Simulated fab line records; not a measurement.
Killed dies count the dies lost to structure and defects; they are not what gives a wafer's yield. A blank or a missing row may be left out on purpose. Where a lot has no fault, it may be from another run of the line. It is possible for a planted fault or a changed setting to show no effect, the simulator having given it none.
Which tool did it? :: flow gf180mcu :: 12 lots, 36 wafers sampled, at 5 steps of a route of 602

== WHAT EACH GAUGE READ, for each wafer ==
GF_STI_THK_MEAS_04.
lot: L615
measured: day 1 18:34
on: film metro-04
STI_CVD_03_THK (nm): 205.9 207.4 207.1

lot: L616
measured: day 1 23:34
on: film metro-04
STI_CVD_03_THK (nm): 210.9 208.2 208.1

lot: L620
measured: day 2 19:34
on: film metro-02
STI_CVD_03_THK (nm): 206.9 206.8 209.0

lot: L621
measured: day 3 03:59
on: film metro-03
STI_CVD_03_THK (nm): 410.5 410.9 413.0

lot: L622
measured: day 3 06:11
on: film metro-02
STI_CVD_03_THK (nm): 207.6 208.9 209.5

lot: L623
measured: day 3 12:43
on: film metro-04
STI_CVD_03_THK (nm): 413.2 414.1 416.6

lot: L624
measured: day 3 18:18
on: film metro-02
STI_CVD_03_THK (nm): 412.7 414.9 413.0

lot: L625
measured: day 3 20:39
on: film metro-04
STI_CVD_03_THK (nm): 208.8 207.8 206.3

lot: L626
measured: day 4 02:01
on: film metro-02
STI_CVD_03_THK (nm): 207.8 209.3 207.1

lot: L633
measured: day 5 13:33
on: film metro-04
STI_CVD_03_THK (nm): 209.0 208.0 207.1

lot: L636
measured: day 6 03:35
on: film metro-04
STI_CVD_03_THK (nm): 206.3 209.0 207.3

lot: L637
measured: day 6 09:34
on: film metro-02
STI_CVD_03_THK (nm): 203.6 203.7 204.8

GF_MVSD_OVL_MEAS_07.
lot: L615
measured: day 4 16:59
on: overlay-02
MVSD_OVL (nm): 0.5 -1.5 -0.6

lot: L616
measured: day 4 21:27
on: overlay-01
MVSD_OVL (nm): -2.7 -1.1 -1.7

lot: L620
measured: day 5 19:38
on: overlay-02
MVSD_OVL (nm): 0.1 0.0 1.2

lot: L622
measured: day 6 09:18
on: overlay-02
MVSD_OVL (nm): 0.0 4.3 1.4

lot: L625
measured: day 7 04:38
on: overlay-01
MVSD_OVL (nm): -3.1 -1.8 -0.5

lot: L626
measured: day 7 08:45
on: overlay-01
MVSD_OVL (nm): -0.4 -2.6 -0.6

lot: L633
measured: day 9 01:59
on: overlay-02
MVSD_OVL (nm): -0.2 1.6 1.1

lot: L636
measured: day 9 19:00
on: overlay-02
MVSD_OVL (nm): 0.8 1.3 1.4

lot: L637
measured: day 10 01:28
on: overlay-01
MVSD_OVL (nm): -1.0 -1.2 -1.6

GF_VT_IMPLANT_OVL_MEAS_29.
lot: L615
measured: day 7 03:18
on: overlay-01
VT_IMPLANT_02_OVL (nm): 0.2 1.3 -2.4

lot: L616
measured: day 7 09:20
on: overlay-02
VT_IMPLANT_02_OVL (nm): 0.3 1.0 1.6

lot: L620
measured: day 8 09:44
on: overlay-02
VT_IMPLANT_02_OVL (nm): -0.8 -0.6 -1.5

lot: L622
measured: day 9 02:14
on: overlay-01
VT_IMPLANT_02_OVL (nm): 1.4 1.6 2.5

lot: L625
measured: day 10 00:12
on: overlay-02
VT_IMPLANT_02_OVL (nm): -0.1 -0.5 -1.5

lot: L626
measured: day 10 05:59
on: overlay-02
VT_IMPLANT_02_OVL (nm): 1.3 -0.4 0.1

lot: L633
measured: day 12 04:30
on: overlay-01
VT_IMPLANT_02_OVL (nm): -0.1 0.2 -1.7

lot: L636
measured: day 12 23:21
on: overlay-01
VT_IMPLANT_02_OVL (nm): 1.0 -1.2 0.4

lot: L637
measured: day 13 06:20
on: overlay-02
VT_IMPLANT_02_OVL (nm): 1.7 1.8 0.7

== EACH LOT AND THE TOOL THAT RAN IT (in order: tool; ch and the chambers of the sampled wafers; start) ==
lot: L615
GF_STI_CVD_03: lpcvd-02 ch 0, day 1 16:34
GF_STI_ETCH_13: rie diel-03 ch 0,1,3, day 2 06:48

lot: L616
GF_STI_CVD_03: lpcvd-02 ch 0, day 1 21:34
GF_STI_ETCH_13: rie diel-04 ch 0,2,3, day 2 11:20

lot: L620
GF_STI_CVD_03: lpcvd-01 ch 0, day 2 17:34
GF_STI_ETCH_13: rie diel-03 ch 0,2,3, day 3 08:15

lot: L621
GF_STI_CVD_03: lpcvd-02 ch 0, day 2 23:50
GF_STI_ETCH_13: rie diel-01 ch 2,3, day 3 14:41

lot: L622
GF_STI_CVD_03: lpcvd-02 ch 0, day 3 04:11
GF_STI_ETCH_13: rie diel-03 ch 0,1,2, day 3 19:33

lot: L623
GF_STI_CVD_03: lpcvd-02 ch 0, day 3 08:34 and lpcvd-01 ch 0, day 3 10:44
GF_STI_ETCH_13: rie diel-04 ch 0,2,3, day 4 00:00

lot: L624
GF_STI_CVD_03: lpcvd-02 ch 0, day 3 14:01
GF_STI_ETCH_13: rie diel-03 ch 0,1,2, day 4 05:12

lot: L625
GF_STI_CVD_03: lpcvd-01 ch 0, day 3 18:40
GF_STI_ETCH_13: rie diel-03 ch 0,1,3, day 4 09:59

lot: L626
GF_STI_CVD_03: lpcvd-01 ch 1, day 4 00:01
GF_STI_ETCH_13: rie diel-04 ch 0,2,3, day 4 15:16

lot: L633
GF_STI_CVD_03: lpcvd-02 ch 1, day 5 10:34
GF_STI_ETCH_13: rie diel-04 ch 0,2,3, day 6 04:02

lot: L636
GF_STI_CVD_03: lpcvd-01 ch 0, day 6 01:34
GF_STI_ETCH_13: rie diel-01 ch 0,1,2, day 6 18:49

lot: L637
GF_STI_CVD_03: lpcvd-02 ch 0, day 6 06:34
GF_STI_ETCH_13: rie diel-01 ch 0,1,2, day 7 00:41
- GF_STI_CVD_03: deposits Si3N4 from DCS/NH3, target thk 207.16 nm, time 3551 s.
- GF_STI_ETCH_13: etches the open film in CHF3/O2, stops on Si, target depth 282.31 nm, time 112.9 s.

== WHAT THE TOOLS THEMSELVES READ (means of the sampled wafers that have a number; where no wafer has one, the mark that the record gives instead) ==
GF_STI_CVD_03.
lot: L615
tool: lpcvd-02
pressure mtorr (mTorr): 250.4

lot: L616
tool: lpcvd-02
pressure mtorr (mTorr): 249.5

lot: L620
tool: lpcvd-01
pressure mtorr (mTorr): 250.9

lot: L621
tool: lpcvd-02
pressure mtorr (mTorr): 250.0

lot: L622
tool: lpcvd-02
pressure mtorr (mTorr): 250.2

lot: L623
tool: lpcvd-02/lpcvd-01
pressure mtorr (mTorr): 249.8

lot: L624
tool: lpcvd-02
pressure mtorr (mTorr): 249.9

lot: L625
tool: lpcvd-01
pressure mtorr (mTorr): 249.7

lot: L626
tool: lpcvd-01
pressure mtorr (mTorr): 249.4

lot: L633
tool: lpcvd-02
pressure mtorr (mTorr): 250.5

lot: L636
tool: lpcvd-01
pressure mtorr (mTorr): 250.7

lot: L637
tool: lpcvd-02
pressure mtorr (mTorr): 249.9

GF_STI_ETCH_13.
lot: L615
tool: rie diel-03
drypump motor current A (A): 5.2
oes product au (a.u.): 0.829
throttle valve pct (%): 8.810

lot: L616
tool: rie diel-04
drypump motor current A (A): 5.9
oes product au (a.u.): 0.836
throttle valve pct (%): 8.815

lot: L620
tool: rie diel-03
drypump motor current A (A): 5.1
oes product au (a.u.): 0.833
throttle valve pct (%): 8.810

lot: L621
tool: rie diel-01
drypump motor current A (A): 5.9
oes product au (a.u.): 0.995
throttle valve pct (%): 8.853

lot: L622
tool: rie diel-03
drypump motor current A (A): 5.4
oes product au (a.u.): 0.839
throttle valve pct (%): 8.800

lot: L623
tool: rie diel-04
drypump motor current A (A): 5.9
oes product au (a.u.): 0.986
throttle valve pct (%): 8.866

lot: L624
tool: rie diel-03
drypump motor current A (A): 5.4
oes product au (a.u.): 0.998
throttle valve pct (%): 8.857

lot: L625
tool: rie diel-03
drypump motor current A (A): 5.2
oes product au (a.u.): 0.829
throttle valve pct (%): 8.812

lot: L626
tool: rie diel-04
drypump motor current A (A): 5.9
oes product au (a.u.): 0.836
throttle valve pct (%): 8.811

lot: L633
tool: rie diel-04
drypump motor current A (A): 5.9
oes product au (a.u.): 0.835
throttle valve pct (%): 8.811

lot: L636
tool: rie diel-01
drypump motor current A (A): 5.9
oes product au (a.u.): 0.833
throttle valve pct (%): 8.814

lot: L637
tool: rie diel-01
drypump motor current A (A): 5.9
oes product au (a.u.): 0.824
throttle valve pct (%): 8.814

== THE ANSWER, worked out from the rows above alone ==
Rule: the usual values come from the lots themselves. Put in order of their means at a reading, lots are off if they are a third of the lots or fewer, leave a main group of 4 or more, and stand apart from it by a gap of 3 or more times the standard deviation of the main group's means; of several such gaps the widest counts. Not used: any main group whose means are identical at the precision the tables above print for the reading. A lot without any number at a reading at which 4 lots or more have one is off too. All remaining lots with rows at the step are treated as sound. First the gauges in route order, then the tools' own readings, where a lot's mean is used as printed above. The first step at which some lot is off is used, and at that step the reading that is off furthest; a lot without a number counts as furthest.
Off: L621, L623, L624, seen at GF_STI_THK_MEAS_04 (STI_CVD_03_THK). Main group: mean 207.5 nm, sd 1.4.
A tool fits if, at a process step before that reading, it ran every lot that is off, and no sound lot after the first of them. The gauges at GF_STI_THK_MEAS_04 aren't tried: what is off there is off at GF_STI_ETCH_13 too, on other tools, and a gauge's error can't cause that. Of those tried, none fits.

== WHAT THE SIMULATOR PUT IN ==
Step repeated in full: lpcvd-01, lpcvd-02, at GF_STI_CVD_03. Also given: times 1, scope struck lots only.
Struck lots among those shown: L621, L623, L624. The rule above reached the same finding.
